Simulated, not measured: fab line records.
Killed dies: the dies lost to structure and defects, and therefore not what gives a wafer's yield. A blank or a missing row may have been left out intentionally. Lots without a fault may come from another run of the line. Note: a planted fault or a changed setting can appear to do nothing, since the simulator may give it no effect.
Which of the tools did it? -- flow sky130 -- Sampling: 14 lots, 42 wafers, 5 of 708 route steps

WHAT THE GAUGES SHOWED, per wafer
SKY_METAL3_OVL_MEAS_14.
lot,measured,on,METAL3_OVL (nm)
L409,day 39 02:31,overlay-01,2 14 17
L410,day 39 04:20,overlay-01,2 8 -2
L412,day 40 00:55,overlay-01,-2 12 12
L414,day 40 06:31,overlay-01,1 9 7
L416,day 40 17:52,overlay-01,0 -1 6
L415,day 40 19:46,overlay-02,-1 17 13
L417,day 41 04:46,overlay-01,-2 -5 5
L419,day 41 21:32,overlay-01,-2 14 19
L422,day 42 13:12,overlay-01,6 0 -1
L423,day 42 20:38,overlay-02,-6 9 7
L424,day 43 01:40,overlay-02,-6 -10 -9
L426,day 43 12:20,overlay-02,6 8 7
L429,day 44 05:37,overlay-01,26 5 9
L432,day 45 04:11,overlay-02,3 9 6

SKY_VIA3_THK_MEAS_01.
lot,measured,on,VIA3_HDPCVD_THK (nm)
L409,day 39 03:41,film_metro-01,1641 1600 1630
L410,day 39 05:28,film_metro-03,1617 1662 1623
L412,day 40 02:08,film_metro-01,1647 1652 1653
L414,day 40 07:38,film_metro-03,1632 1593 1601
L416,day 40 18:59,film_metro-03,1632 1625 1638
L415,day 40 20:59,film_metro-01,1641 1616 1643
L417,day 41 06:19,film_metro-01,1638 1617 1613
L419,day 41 22:42,film_metro-01,1646 1643 1647
L422,day 42 14:20,film_metro-01,1641 1629 1647
L423,day 42 21:46,film_metro-02,1609 1625 1653
L424,day 43 02:47,film_metro-01,1097 1076 1061
L426,day 43 13:33,film_metro-01,1061 1068 1027
L429,day 44 06:45,film_metro-03,1643 1656 1626
L432,day 45 05:21,film_metro-02,1640 1651 1636

WHICH TOOL RAN EACH LOT (tool, then ch and the chambers of the sampled wafers, then the start)
lot,SKY_METAL2_ETCH_18,SKY_CAPM_CVD_00,SKY_VIA3_HDPCVD_00
L409,"rie_metal-03 ch 1, day 35 17:26","pecvd-04 ch 0,1, day 36 22:26","hdpcvd-01 ch 0,1,2, day 39 03:31"
L410,"rie_metal-04 ch 0,1, day 35 19:28","pecvd-01 ch 1,2, day 37 00:42","hdpcvd-01 ch 0,1,2, day 39 05:17"
L412,"rie_metal-03 ch 0,1, day 36 17:04","pecvd-02 ch 0,1,2, day 37 22:16","hdpcvd-02 ch 1, day 40 01:53"
L414,"rie_metal-04 ch 0,1, day 36 23:38","pecvd-02 ch 0,1, day 38 04:22","hdpcvd-01 ch 0,1,2, day 40 07:28"
L416,"rie_metal-04 ch 1, day 37 11:47","pecvd-01 ch 0,1,2, day 38 16:18","hdpcvd-02 ch 0,1,2, day 40 18:49"
L415,"rie_metal-02 ch 0, day 37 13:44","pecvd-04 ch 1,2, day 38 18:29","hdpcvd-02 ch 0,2, day 40 20:49"
L417,"rie_metal-02 ch 0, day 37 22:40","pecvd-02 ch 0,2, day 39 03:08","hdpcvd-02 ch 0,1, day 41 06:09"
L419,"rie_metal-04 ch 0,1, day 38 16:29","pecvd-02 ch 1,2, day 39 20:46","hdpcvd-02 ch 1,2, day 41 22:32"
L422,"rie_metal-04 ch 0,1, day 39 09:55","pecvd-04 ch 0,1,2, day 40 13:25","hdpcvd-02 ch 0,2, day 42 14:08"
L423,"rie_metal-02 ch 0,1, day 39 16:26","pecvd-04 ch 0,1,2, day 40 19:58","hdpcvd-01 ch 0,1, day 42 21:35"
L424,"rie_metal-02 ch 0, day 39 22:25","pecvd-01 ch 0,1, day 41 02:06","hdpcvd-02 ch 0,1,2, day 43 02:37"
L426,"rie_metal-04 ch 1, day 40 08:41","pecvd-04 ch 0,1,2, day 41 12:22","hdpcvd-02 ch 0,1, day 43 13:22"
L429,"rie_metal-02 ch 0,1, day 41 04:31","pecvd-01 ch 0,1, day 42 07:18","hdpcvd-01 ch 1,2, day 44 06:34"
L432,"rie_metal-03 ch 0,1, day 42 05:00","pecvd-04 ch 1,2, day 43 06:46","hdpcvd-01 ch 0,1, day 45 05:10"
- SKY_METAL2_ETCH_18: etches BARC in N2/H2, stops on SiO2, time 45.9 s, target depth 60 nm.
- SKY_CAPM_CVD_00: deposits SiO2, target thk 15.5 nm.
- SKY_VIA3_HDPCVD_00: deposits SiO2, target thk 1635 nm, time 272.5 s.

WHAT THE TOOLS THEMSELVES READ (means of the sampled wafers that have a number; where no wafer has one, the mark that the record gives instead)
SKY_METAL2_ETCH_18.
lot,tool,drypump_motor_current_A (A),oes_product_au (a.u.),throttle_valve_pct (%)
L409,rie_metal-03,5.4,0.854,13.215
L410,rie_metal-04,6.4,0.860,13.224
L412,rie_metal-03,5.1,0.849,13.218
L414,rie_metal-04,6.2,0.855,13.227
L416,rie_metal-04,6.0,0.853,13.224
L415,rie_metal-02,5.1,0.862,13.221
L417,rie_metal-02,5.2,0.856,13.221
L419,rie_metal-04,6.4,0.853,13.214
L422,rie_metal-04,6.4,0.852,13.222
L423,rie_metal-02,5.4,0.855,13.226
L424,rie_metal-02,5.2,0.856,13.227
L426,rie_metal-04,6.0,0.856,13.228
L429,rie_metal-02,5.4,0.852,13.220
L432,rie_metal-03,5.1,0.859,13.229

SKY_CAPM_CVD_00.
lot,tool,heater_power_w (W)
L409,pecvd-04,837
L410,pecvd-01,843
L412,pecvd-02,690
L414,pecvd-02,653
L416,pecvd-01,776
L415,pecvd-04,749
L417,pecvd-02,708
L419,pecvd-02,767
L422,pecvd-04,766
L423,pecvd-04,729
L424,pecvd-01,775
L426,pecvd-04,706
L429,pecvd-01,848
L432,pecvd-04,686

THE ANSWER, worked out from the rows above alone
Rule: the lots themselves supply what counts as usual. The widest of any qualifying gaps counts: lots, ordered by their means at a reading, are off when they make up no more than a third of the lots, leave a main group of 4 or more, and stand apart from it by 3 or more times the standard deviation of that group's means. Not used: any main group whose means are identical at the precision the tables above print for the reading. Also off: a lot with no number at a reading for which 4 or more lots have one. The other lots that the step has rows for count as sound. First the gauges in route order, then the tools' own readings, where a lot's mean is used as printed above. At the first step where some lot is off, the reading lying furthest off is the one used; lots without a number count as furthest.
Off: L424, L426, at SKY_VIA3_THK_MEAS_01 (VIA3_HDPCVD_THK). Main group: mean 1634 nm, sd 11.
A tool fits if, at a process step before that reading, it ran every lot that is off, and no sound lot after the first of them. Those tools and the gauges at SKY_VIA3_THK_MEAS_01 are tried in the same way. Undecided on this evidence; 2 tools fit (hdpcvd-02 at SKY_VIA3_HDPCVD_00, film_metro-01 at SKY_VIA3_THK_MEAS_01).

WHAT WAS PUT IN BY THE SIMULATOR
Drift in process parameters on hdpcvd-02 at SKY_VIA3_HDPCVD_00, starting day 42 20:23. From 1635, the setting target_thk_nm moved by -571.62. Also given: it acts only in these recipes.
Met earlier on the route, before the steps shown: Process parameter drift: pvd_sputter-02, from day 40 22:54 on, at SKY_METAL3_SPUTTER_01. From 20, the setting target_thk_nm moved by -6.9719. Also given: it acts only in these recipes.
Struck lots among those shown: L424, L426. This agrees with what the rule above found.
